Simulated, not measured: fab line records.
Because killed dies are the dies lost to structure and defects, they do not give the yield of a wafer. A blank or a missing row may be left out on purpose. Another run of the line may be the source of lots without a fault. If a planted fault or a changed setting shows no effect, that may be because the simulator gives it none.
fab line records | flow sky130
record: lots: 7 | wafers: 21 | last_day: 49
route steps=708 shown VT_ADJUST_HVTP@93 VT_ADJUST_LVTN@97 PAD_OPEN@708
lots with no fault: from the same line, run without faults
start_h: hours from the record's first day to the start of the lot's first wafer shown | wait_h: hours elapsed since this lot's preceding step | " as in the row above | L1.1+2: several wafers, shown together as one row | - no value present, or no start provided | * or withheld: withheld | < > ~ a bound
route shown NAME@n: NAME is a module with steps in the file, n the number in the route of the first one | usual: the fault-free wafers' mean and standard deviation | same: alike in all rows | chamber/n: place in a boat | sites: the reading at each site | _std_site: the values' standard deviation | _edge_site: the outer-site mean with the inner-site mean subtracted | radius_mm: how far each site lies from the wafer's centre | mask NAME#n: copy n | behind: the most recent tool/chamber to have shaped the wafer | hold: why the lot was held/for how many hours/how that ended | device: which transistor (n, p or np) failed to switch | end of line: tests of these same wafers at the route's end | for a step that has no rows: nothing shown but its recipe | killed: the dies lost at the first sort to structure and to defects; this is not the yield of the wafer | map: the dies of a wafer, with x for killed, . for not killed, _ for no die there
set.NAME: the run value of the setting; set.NAME@STEP: its run value at that earlier step | model.NAME: the simulator's own value behind a step, which no gauge read
certain route steps with their lots: each step a table, each wafer a row
services: from which hour (start_h, from the record's first day; less than 0 if before it) a tool's chamber was out of use, for how many hours, and why
== steps ==
step: SKY_VT_ADJUST_HVTP_OVL_MEAS_08
usual: VT_ADJUST_HVTP_OVL: -0.2/1.2
lot.wafer | tool       | chamber | start_h | wait_h | VT_ADJUST_HVTP_OVL[nm]
L946.1    | overlay-01 | -       | 145.31  | 0.1    | 0.9
L946.4    | "          | -       | "       | "      | -0.8
L946.5    | "          | -       | "       | "      | -1.5
L952.1    | overlay-02 | -       | 167.02  | 0.1    | 0.4
L952.5    | "          | -       | "       | "      | -2.4
L952.6    | "          | -       | "       | "      | -0.9
L956.1    | overlay-01 | -       | 188.46  | 0.1    | -0.6
L956.3    | "          | -       | "       | "      | -0.2
L956.6    | "          | -       | "       | "      | -0.3
L955.1    | overlay-02 | -       | 189.62  | 0.1    | -2.2
L955.3    | "          | -       | "       | "      | 0.2
L955.6    | "          | -       | "       | "      | -0.3
L958.3    | overlay-01 | -       | 203.73  | 0.1    | 0.5
L958.4    | "          | -       | "       | "      | 0.6
L958.6    | "          | -       | "       | "      | -1.1
L960.1    | overlay-01 | -       | 212.52  | 0.1    | -2.6
L960.2    | "          | -       | "       | "      | -2.2
L960.4    | "          | -       | "       | "      | -0.8
L964.2    | overlay-01 | -       | 243.87  | 0.1    | -2.2
L964.3    | "          | -       | "       | "      | -3.6
L964.5    | "          | -       | "       | "      | -2.2
step: SKY_VT_ADJUST_HVTP_IMPLANT_09
recipe: species: As | energy_kev: 150 | dose_cm2: 4.3e+12 | tilt_deg: withheld
step: SKY_VT_ADJUST_HVTP_STRIP_10
recipe: chemistry: O2/N2 | power_w: 1400 | pressure_mtorr: 1500 | platen_temp_c: withheld | o2_flow_sccm: 3000 | n2_flow_sccm: 300 | overash_fraction: 0.5
usual: drypump_motor_current_A: 6.1/0.53 | oes_product_au: 0.716/0.0044 | strip_time_to_endpoint_s: 14.18/0.034
lot.wafer | tool            | chamber | start_h | wait_h | drypump_motor_current_A | oes_product_au | rf_hours_counter_h | strip_time_to_endpoint_s
L946.1    | plasma_asher-02 | 1       | 145.50  | 0.1    | 6.8                     | 0.714          | 40                 | 14.17
L946.4    | "               | 0       | "       | "      | 6.1                     | 0.721          | -                  | 14.15
L946.5    | "               | 1       | "       | "      | 6.8                     | 0.710          | -                  | 14.12
L952.1    | plasma_asher-04 | 0       | 167.21  | 0.1    | 5.7                     | 0.721          | 38                 | 14.25
L952.5    | "               | 0       | "       | "      | 5.7                     | 0.720          | -                  | 14.23
L952.6    | "               | 1       | "       | "      | 6.6                     | 0.715          | -                  | 14.22
L956.1    | plasma_asher-04 | 0       | 188.65  | 0.1    | 5.7                     | 0.714          | 40                 | 14.12
L956.3    | "               | 1       | "       | "      | 6.6                     | 0.721          | -                  | 14.14
L956.6    | "               | 1       | "       | "      | 6.6                     | 0.720          | -                  | 14.16
L955.1    | plasma_asher-02 | 1       | 189.81  | 0.1    | 6.8                     | 0.716          | 44                 | 14.18
L955.3    | "               | 1       | "       | "      | 6.8                     | 0.716          | -                  | 14.18
L955.6    | "               | 0       | "       | "      | 6.1                     | 0.717          | -                  | 14.18
L958.3    | plasma_asher-02 | 1       | 203.93  | 0.1    | 6.8                     | 0.719          | -                  | 14.16
L958.4    | "               | 0       | "       | "      | 6.1                     | 0.712          | -                  | 14.17
L958.6    | "               | 1       | "       | "      | 6.8                     | 0.716          | -                  | 14.14
L960.1    | plasma_asher-03 | 1       | 212.71  | 0.1    | 5.3                     | 0.714          | 10                 | 14.20
L960.2    | "               | 0       | "       | "      | 5.8                     | 0.723          | 10                 | 14.20
L960.4    | "               | 1       | "       | "      | 5.3                     | 0.716          | -                  | 14.19
L964.2    | plasma_asher-04 | 0       | 244.05  | 0.1    | 5.7                     | 0.715          | 45                 | 14.16
L964.3    | "               | 0       | "       | "      | 5.7                     | 0.717          | -                  | 14.11
L964.5    | "               | 0       | "       | "      | 5.7                     | 0.711          | -                  | 14.13
step: SKY_VT_ADJUST_HVTP_TW_MEAS_11
usual: VT_ADJUST_HVTP_TW: 1361/17
lot.wafer | tool          | chamber | start_h | wait_h | VT_ADJUST_HVTP_TW
L946.1    | film_metro-04 | -       | 145.60  | 0.1    | 1356
L946.4    | "             | -       | "       | "      | 1353
L946.5    | "             | -       | "       | "      | 1349
L952.1    | film_metro-04 | -       | 167.31  | 0.1    | 1355
L952.5    | "             | -       | "       | "      | 1356
L952.6    | "             | -       | "       | "      | 1352
L956.1    | film_metro-01 | -       | 188.75  | 0.1    | 1392
L956.3    | "             | -       | "       | "      | 1389
L956.6    | "             | -       | "       | "      | 1391
L955.1    | film_metro-03 | -       | 189.91  | 0.1    | 1347
L955.3    | "             | -       | "       | "      | 1341
L955.6    | "             | -       | "       | "      | 1344
L958.3    | film_metro-01 | -       | 204.02  | 0.1    | 1381
L958.4    | "             | -       | "       | "      | 1374
L958.6    | "             | -       | "       | "      | 1386
L960.1    | film_metro-03 | -       | 212.81  | 0.1    | 1332
L960.2    | "             | -       | "       | "      | 1341
L960.4    | "             | -       | "       | "      | 1339
L964.2    | film_metro-01 | -       | 244.16  | 0.1    | 1379
L964.3    | "             | -       | "       | "      | 1373
L964.5    | "             | -       | "       | "      | 1372
step: SKY_VT_ADJUST_LVTN_DEHYDRATE_00
recipe: temp_c: 200 | time_s: 60
step: SKY_VT_ADJUST_LVTN_HMDS_01
recipe: prime_time_s: 60 | prime_temp_c: 120
step: SKY_VT_ADJUST_LVTN_COAT_02
recipe: spin_rpm: 2000 | resist_thk_nm: 3000
step: SKY_VT_ADJUST_LVTN_SOFTBAKE_03
recipe: temp_c: 110 | time_s: withheld
step: SKY_VT_ADJUST_LVTN_EXPOSE_04
recipe: mask_id: NWM_COMPLEMENT_LESS_NATIVE | na: 0.6 | source_shape: conventional | sigma_outer: 0.6 | polarization: unpolarized | target_cd_nm: 840 | dose_mj: 194
step: SKY_VT_ADJUST_LVTN_PEB_05
recipe: temp_c: 115 | time_s: withheld
step: SKY_VT_ADJUST_LVTN_DEVELOP_06
recipe: wall_angle_deg: 90 | developer: TMAH | develop_time_s: 60 | dev_temp_c: 23
step: SKY_VT_ADJUST_LVTN_OVL_MEAS_07
usual: VT_ADJUST_LVTN_OVL: -2.0/1.2
lot.wafer | tool       | chamber | start_h | wait_h | VT_ADJUST_LVTN_OVL[nm]
L946.1    | overlay-02 | -       | 165.25  | -      | -1.4
L946.4    | "          | -       | "       | "      | -2.6
L946.5    | "          | -       | "       | "      | -1.3
L952.1    | overlay-02 | -       | 187.99  | -      | -2.8
L952.5    | "          | -       | "       | "      | -1.8
L952.6    | "          | -       | "       | "      | -2.9
L956.1    | overlay-01 | -       | 209.30  | -      | -2.6
L956.3    | "          | -       | "       | "      | -3.5
L956.6    | "          | -       | "       | "      | -2.1
L955.1    | overlay-01 | -       | 210.25  | -      | -0.7
L955.3    | "          | -       | "       | "      | -1.4
L955.6    | "          | -       | "       | "      | -1.2
L958.3    | overlay-02 | -       | 225.16  | -      | -0.6
L958.4    | "          | -       | "       | "      | -1.4
L958.6    | "          | -       | "       | "      | -2.3
L960.1    | overlay-02 | -       | 236.40  | -      | -1.0
L960.2    | "          | -       | "       | "      | -1.6
L960.4    | "          | -       | "       | "      | 0.6
L964.2    | overlay-01 | -       | 268.60  | -      | -3.2
L964.3    | "          | -       | "       | "      | -3.3
L964.5    | "          | -       | "       | "      | -3.0
step: SKY_VT_ADJUST_LVTN_IMPLANT_08
recipe: species: B | energy_kev: 30 | dose_cm2: 1.57e+12 | tilt_deg: withheld
usual: dose_ions_cm2: 1.5699e+12/1.7e+09 | faraday_current_uA: 8.86/0.17
lot.wafer | tool         | chamber | start_h | wait_h | dose_ions_cm2 | faraday_current_uA
L946.1    | implanter-03 | 0       | 165.28  | 0.0    | 1.5696e+12    | 8.64
L946.4    | "            | 0       | "       | "      | 1.5705e+12    | 9.21
L946.5    | "            | 0       | "       | "      | 1.571e+12     | 8.74
L952.1    | implanter-01 | 0       | 188.03  | 0.0    | 1.5714e+12    | 8.94
L952.5    | "            | 0       | "       | "      | 1.5743e+12    | 8.91
L952.6    | "            | 0       | "       | "      | 1.5707e+12    | 8.75
L956.1    | implanter-01 | 0       | 209.33  | 0.0    | 1.112e+12     | 6.40
L956.3    | "            | 0       | "       | "      | 1.1105e+12    | 6.39
L956.6    | "            | 0       | "       | "      | 1.1088e+12    | 6.14
L955.1    | implanter-01 | 0       | 210.29  | 0.0    | 1.1123e+12    | 6.20
L955.3    | "            | 0       | "       | "      | 1.1099e+12    | 6.40
L955.6    | "            | 0       | "       | "      | 1.1128e+12    | 6.14
L958.3    | implanter-01 | 0       | 225.23  | 0.1    | 1.1109e+12    | 6.09
L958.4    | "            | 0       | "       | "      | 1.1091e+12    | 6.31
L958.6    | "            | 0       | "       | "      | 1.1112e+12    | 6.26
L960.1    | implanter-03 | 0       | 236.43  | 0.0    | 1.5715e+12    | 9.16
L960.2    | "            | 0       | "       | "      | 1.5705e+12    | 8.71
L960.4    | "            | 0       | "       | "      | 1.5711e+12    | 8.74
L964.2    | implanter-03 | 0       | 268.66  | 0.0    | 1.5673e+12    | 9.06
L964.3    | "            | 0       | "       | "      | 1.5724e+12    | 8.92
L964.5    | "            | 0       | "       | "      | 1.5691e+12    | 9.18
step: SKY_VT_ADJUST_LVTN_STRIP_09
recipe: chemistry: O2/N2 | power_w: 1400 | pressure_mtorr: 1500 | platen_temp_c: withheld | o2_flow_sccm: 3000 | n2_flow_sccm: 300 | overash_fraction: 0.5
usual: drypump_motor_current_A: 5.8/0.4 | oes_product_au: 0.722/0.0046 | strip_time_to_endpoint_s: 36.88/0.1
lot.wafer | tool            | chamber | start_h | wait_h | drypump_motor_current_A | oes_product_au | rf_hours_counter_h | strip_time_to_endpoint_s
L946.1    | plasma_asher-01 | 1       | 165.43  | 0.1    | 5.6                     | 0.716          | 52                 | 36.75
L946.4    | "               | 1       | "       | "      | 5.5                     | 0.711          | -                  | 36.89
L946.5    | "               | 0       | "       | "      | 6.1                     | 0.725          | -                  | 36.93
L952.1    | plasma_asher-03 | 1       | 188.18  | 0.1    | 5.3                     | 0.717          | 7                  | 36.77
L952.5    | "               | 0       | "       | "      | 5.8                     | 0.715          | -                  | 36.77
L952.6    | "               | 1       | "       | "      | 5.3                     | 0.724          | -                  | 36.83
L956.1    | plasma_asher-04 | 0       | 209.48  | 0.1    | 5.7                     | 0.722          | 42                 | 36.95
L956.3    | "               | 1       | "       | "      | 6.6                     | 0.721          | -                  | 37.02
L956.6    | "               | 0       | "       | "      | 5.8                     | 0.720          | -                  | 37.00
L955.1    | plasma_asher-01 | 0       | 210.44  | 0.1    | 6.1                     | 0.716          | 56                 | 37.08
L955.3    | "               | 1       | "       | "      | 5.5                     | 0.718          | -                  | 37.01
L955.6    | "               | 0       | "       | "      | 6.1                     | 0.725          | -                  | 36.94
L958.3    | plasma_asher-04 | 1       | 225.37  | 0.1    | 6.6                     | 0.717          | -                  | 36.80
L958.4    | "               | 0       | "       | "      | 5.7                     | 0.721          | -                  | 36.80
L958.6    | "               | 1       | "       | "      | 6.6                     | 0.727          | -                  | 36.90
L960.1    | plasma_asher-01 | 1       | 236.58  | 0.1    | 5.5                     | 0.729          | 59                 | 36.92
L960.2    | "               | 0       | "       | "      | 6.1                     | 0.719          | 59                 | 36.98
L960.4    | "               | 0       | "       | "      | 6.1                     | 0.725          | -                  | 36.89
L964.2    | plasma_asher-04 | 0       | 268.78  | 0.1    | 5.7                     | 0.713          | 48                 | 36.92
L964.3    | "               | 1       | "       | "      | 6.6                     | 0.724          | -                  | 36.93
L964.5    | "               | 0       | "       | "      | 5.7                     | 0.724          | -                  | 36.87
step: SKY_VT_ADJUST_LVTN_TW_MEAS_10
usual: VT_ADJUST_LVTN_TW: 240/3.7
lot.wafer | tool          | chamber | start_h | wait_h | VT_ADJUST_LVTN_TW
L946.1    | film_metro-02 | -       | 165.53  | 0.1    | 234
L946.4    | "             | -       | "       | "      | 237
L946.5    | "             | -       | "       | "      | 236
L952.1    | film_metro-03 | -       | 188.28  | 0.1    | 238
L952.5    | "             | -       | "       | "      | 240
L952.6    | "             | -       | "       | "      | 240
L956.1    | film_metro-02 | -       | 209.58  | 0.1    | 215
L956.3    | "             | -       | "       | "      | 214
L956.6    | "             | -       | "       | "      | 213
L955.1    | film_metro-02 | -       | 210.54  | 0.1    | 215
L955.3    | "             | -       | "       | "      | 215
L955.6    | "             | -       | "       | "      | 214
L958.3    | film_metro-01 | -       | 225.45  | 0.1    | 223
L958.4    | "             | -       | "       | "      | 223
L958.6    | "             | -       | "       | "      | 221
L960.1    | film_metro-03 | -       | 236.68  | 0.1    | 239
L960.2    | "             | -       | "       | "      | 241
L960.4    | "             | -       | "       | "      | 240
L964.2    | film_metro-03 | -       | 268.89  | 0.1    | 239
L964.3    | "             | -       | "       | "      | 238
L964.5    | "             | -       | "       | "      | 238
step: SKY_VT_ADJUST_LVTN_DEHYDRATE_11
recipe: temp_c: 200 | time_s: 60
step: SKY_PAD_OPEN_PROBE_99
usual: killed_at_M0_to_M3: 44/7.4 | killed_at_M4_up: 3.0/1.6 | killed_at_contacts: 24/5 | killed_at_front_end: 15/4.6 | killed_at_other: 0.4/0.65 | killed_dies: 86/9.6 | killed_open: 48/7.4 | killed_short: 38/6.9
same: gross_dies: 492 | killed_at_back_side: 0
lot.wafer | tool      | chamber | start_h | wait_h | killed_at_M0_to_M3 | killed_at_M4_up | killed_at_contacts | killed_at_front_end | killed_at_other | killed_dies | killed_open | killed_short
L964.2    | prober-02 | -       | 1186.65 | 0.1    | 33                 | 1               | 23                 | 18                  | 0               | 75          | 38          | 37
L964.3    | prober-02 | -       | 1186.70 | 0.2    | 36                 | 2               | 23                 | 10                  | 3               | 74          | 38          | 34
L964.5    | prober-02 | -       | 1186.80 | 0.2    | 43                 | 4               | 22                 | 12                  | 0               | 81          | 36          | 45
killed by level:class
L964.2 POLY_GATE:geometric_particle:open=6 METAL1:geometric_particle:short=6 LI_CONTACT:geometric_particle:short=5 VIA2:geometric_particle:open=5 LOCAL_INTERCONNECT:geometric_particle:short=5 CONTACT:geometric_particle:open=5 FIELD_ISO:geometric_particle:short=4 VIA3:geometric_particle:open=4
L964.3 VIA2:geometric_particle:open=9 LI_CONTACT:geometric_particle:open=8 VIA1:geometric_particle:open=6 CONTACT:geometric_particle:short=5 CONTACT:geometric_particle:open=5 VIA3:geometric_particle:short=4 FIELD_ISO:geometric_particle:short=3 LI_CONTACT:geometric_particle:short=3
L964.5 METAL1:geometric_particle:short=9 CONTACT:geometric_particle:short=7 POLY_GATE:geometric_particle:open=6 VIA1:geometric_particle:open=6 VIA1:geometric_particle:short=5 LOCAL_INTERCONNECT:geometric_particle:short=4 CONTACT:geometric_particle:open=4 METAL2:geometric_particle:short=4
== services ==
tool            | chamber | start_h | hours | kind
implanter-01    | -       | 145.94  | 8.5   | repair
plasma_asher-04 | -       | 159.66  | 7.4   | repair
implanter-03    | -       | 160.99  | 2.7   | repair
implanter-01    | -       | 175.72  | 1.3   | repair
implanter-03    | -       | 203.15  | 8.2   | repair
implanter-03    | -       | 210.82  | 2.6   | repair
implanter-03    | -       | 213.37  | 5.0   | pm
plasma_asher-04 | -       | 217.21  | 5.9   | repair
plasma_asher-02 | -       | 257.77  | 0.9   | repair
implanter-01    | -       | 260.45  | 1.7   | repair
== key ==
first_sign: step: SKY_VT_ADJUST_LVTN_IMPLANT_08 | reading: dose_ions_cm2 | direction: down | sigmas: 99+ | usual: * | struck: *
effect: step: SKY_VT_ADJUST_LVTN_IMPLANT_08 | reading: faraday_current_uA | direction: down | sigmas: 15 | usual: 8.86 | struck: 6.26
effect: step: SKY_VT_ADJUST_LVTN_TW_MEAS_10 | reading: VT_ADJUST_LVTN_TW | direction: down | sigmas: 6.1 | usual: 240 | struck: 217
met_at SKY_VT_ADJUST_LVTN_IMPLANT_08
struck_wafers L955.1,L955.3,L955.6,L956.1,L956.3,L956.6,L958.3,L958.4,L958.6
rows_end L956.1,L956.3,L956.6,L958.3,L958.4,L958.6
tester_left_out L955
onset_between 188.03 209.33
fault: kind: process_parameter_drift | tool: implanter-01 | chamber: - | onset_h: 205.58 | steps: SKY_VT_ADJUST_LVTN_IMPLANT_08 | channel: dose_cm2 | offset: * | shape: step | end_h: 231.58 | acts_in: * | stated: *
tester_left_out: of these lots the tester's yield and bins aren't shown, on N5 and GAA mostly nor the transistor test; their killed dies are dies lost to structure and defects alone, not to doping, threshold or leakage, so they don't give the yield
rows_end: these wafers met a further fault down the route, and their rows from its step on are left out
